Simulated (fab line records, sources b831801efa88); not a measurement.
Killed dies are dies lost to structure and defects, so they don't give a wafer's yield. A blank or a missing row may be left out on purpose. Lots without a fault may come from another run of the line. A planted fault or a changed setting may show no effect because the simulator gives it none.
Chamber matching | flow sfq_line | SFQ_TRILAYER_I1_CMP_CMP_046 on cmp-02: 4 sister chambers
The step polishes SiO2. 4 wafers are shown with their chamber, then 8 later ones without.

WAFERS WITH THEIR CHAMBER
wafer  | chamber | motor_current_A (A)
L736.2 | 0       | 9.9
L745.3 | 3       | 12.1
L745.2 | 2       | 9.8
L747.1 | 1       | 11.3

WAFERS WITHOUT THEIR CHAMBER
wafer  | motor_current_A (A)
L747.3 | 10.1
L747.4 | 12.3
L749.3 | 11.2
L749.5 | 10.2
L749.6 | 12.3
L750.4 | 10.4
L750.5 | 12.1
L750.6 | 10.3

WHICH CHAMBER EACH WENT THROUGH
wafer  | from the rows above          | in truth
L747.3 | can't be placed: 0 or 2      | 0
L747.4 | 3                            | 3
L749.3 | 1                            | 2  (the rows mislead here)
L749.5 | can't be placed: 0 or 2      | 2
L749.6 | 3                            | 3
L750.4 | can't be placed: 0 or 2 or 1 | 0
L750.5 | 3                            | 3
L750.6 | can't be placed: 0 or 2      | 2
Placed correctly: 3 of 8. Can't be placed from these rows: 4 (the true chamber is among the candidates in 4). Placed wrongly: 1.
How it was worked out, from the rows above alone: a wafer's distance from a chamber is the root of the sum, over the readings, of the square of ((its reading less the chamber's mean) divided by the reading's scatter). The wafer belongs to the nearest chamber; if the next one is less than 2 further off, it can't be placed. A chamber's mean is the mean of its shown wafers. The scatter: with one shown wafer a chamber, the root of the mean of the squares of how far each hidden wafer lies from its nearest shown one.
